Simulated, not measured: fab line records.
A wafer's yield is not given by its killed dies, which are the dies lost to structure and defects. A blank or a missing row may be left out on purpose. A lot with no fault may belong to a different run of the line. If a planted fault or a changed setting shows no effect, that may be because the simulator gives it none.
A lot that was struck, set against a sound lot ; flow sky130 ; 18 steps out of a route of 708
Sound: wafers L943.2, L943.3, L943.4. Struck: wafers L948.1, L948.5 (left out: L948.4, a lot-mate that was not struck); the cause follows at the end.
At each step with rows: each side's tool, then ch and its chambers, then its first start. Under that, the readings that differ: sound wafers ; struck wafers ; difference of the means ; sigmas: that difference in standard deviations of wafers without a fault.
alike: readings whose means differ by less than 2 such deviations, and words and numbers that are the same on both sides. not compared: withheld readings, readings that some wafer has no value for, bounds like >300 that may hide the same value, and numbers for which the record gives no deviation and whose values overlap.
A row with sigmas, a row that says differs or no value, or rows on one side alone: a step with any of these is where the two part. Numbers that don't overlap but have no deviation are shown without sigmas and don't part them. A reading missing from all wafers of one side parts the sides only when that side holds two or more wafers.

first, 2 steps without rows for these wafers: SKY_CONTACT_PEB_12; SKY_CONTACT_DEVELOP_13 (develop time 60 s).
SKY_CONTACT_CD_MEAS_14: target cd 170 nm.
  sound on cd_sem-01, day 32 22:04; struck on cd_sem-02, day 34 04:04
  alike: cd_nm
SKY_CONTACT_OVL_MEAS_15:
  sound on overlay-02, day 32 22:10; struck on overlay-02, day 34 04:11
  alike: CONTACT_OVL
SKY_CONTACT_ETCH_16: etches BARC in N2/H2, stops on SiO2, time 45.9 s, target depth 60 nm.
  sound on rie_diel-03 ch 0,1,2, day 32 22:12; struck on rie_diel-02 ch 2,3, day 34 04:13
  alike: drypump_motor_current_A, oes_product_au, throttle_valve_pct
  not compared: rf_hours_counter_h
SKY_CONTACT_ETCH_17: etches SiO2 in C4F8/O2/Ar, stops on Si3N4, target depth 340 nm.
  sound on rie_diel-03 ch 0,1,2, day 32 22:15; struck on rie_diel-02 ch 2,3, day 34 04:15
  alike: oes_product_au
SKY_CONTACT_ETCH_18: etches Si3N4 in CHF3/O2, stops on TiN, time 39 s, target depth 75 nm.
  sound: rie_diel-03 ch 0,1,2; struck: rie_diel-02 ch 2,3
  alike: chf3_flow_sccm, drypump_motor_current_A, oes_product_au, throttle_valve_pct
  not compared: rf_hours_counter_h
SKY_CONTACT_STRIP_19: strips in O2/N2.
  sound on plasma_asher-03 ch 0,1, day 32 22:20; struck on plasma_asher-04 ch 0,1, day 34 04:20
  alike: drypump_motor_current_A, oes_product_au, strip_time_to_endpoint_s
  not compared: rf_hours_counter_h
then, 3 steps without rows for these wafers: SKY_CONTACT_STRIP_20 (strips in post etch residue remover, time 1200 s); SKY_CONTACT_CLEAN_21 (cleans in IPA, time 180 s); SKY_CONTACT_CLEAN_22 (cleans in O3/DIW).
SKY_CONTACT_SPUTTER_23: material TiN, target thk 20 nm, time 80 s.
  sound on pvd_sputter-04, day 32 22:56; struck on pvd_sputter-02, day 34 04:58
  alike: throttle_valve_pct
SKY_CONTACT_CVD_24: deposits W, target thk 340 nm, time 102.12 s.
  sound on cvd_w-02 ch 0,1, day 32 22:59; struck on cvd_w-02 ch 0, day 34 05:02
reading;sound;struck;difference;sigmas
model.W_of_CONTACT_CVD_24.thk_nm (nm);342.9 344.8 342;149.2 150.4;-193.4;
  alike: heater_power_w
SKY_CONTACT_RS_MEAS_25: the measuring method here is four-point-probe.
  sound on film_metro-01, day 32 23:07; struck on film_metro-01, day 34 05:08
reading;sound;struck;difference;sigmas
CONTACT_W_RS (ohm/sq);0.336 0.334 0.337;0.783 0.776;+0.444;+99
SKY_CONTACT_THK_MEAS_26: measures by xrf.
  sound on film_metro-01, day 32 23:14; struck on film_metro-01, day 34 05:16
reading;sound;struck;difference;sigmas
CONTACT_W_THK (nm);340 341 339;148 149;-192;-37
SKY_CONTACT_CMP_27: polishes, stops on SiO2, t overpolish 15 s, target thk 0 nm.
  sound on cmp-02 ch 0,1,2, day 32 23:17; struck on cmp-02 ch 0,2, day 34 05:19
reading;sound;struck;difference;sigmas
time_to_endpoint_s (s);77 84 78;30 39;-45;-10
  alike: motor_current_A, slurry_flow_ml_min
then, 1 step without rows for these wafers: SKY_METAL1_SPUTTER_00 (material Ti, target thk 15 nm, time 10 s).
-- the record jumps here: 13 days lie between the struck wafers' starts before and after (it left off in module METAL1 and takes up again in module PAD_OPEN, whose first step shown is number 708 of the route) --
SKY_PAD_OPEN_PROBE_99:
  sound on prober-02, day 46 20:28; struck on prober-02, day 47 16:43
reading;sound;struck;difference;sigmas
killed_at_front_end;17 13 10;26 24;+12;+3
  alike: killed_at_M0_to_M3, killed_at_M4_up, killed_at_contacts, killed_at_other, killed_dies, killed_open, killed_short

## WHERE THEY PART
First at SKY_CONTACT_RS_MEAS_25; last, within this record, at SKY_PAD_OPEN_PROBE_99.

WHY: what had been put in by the simulator
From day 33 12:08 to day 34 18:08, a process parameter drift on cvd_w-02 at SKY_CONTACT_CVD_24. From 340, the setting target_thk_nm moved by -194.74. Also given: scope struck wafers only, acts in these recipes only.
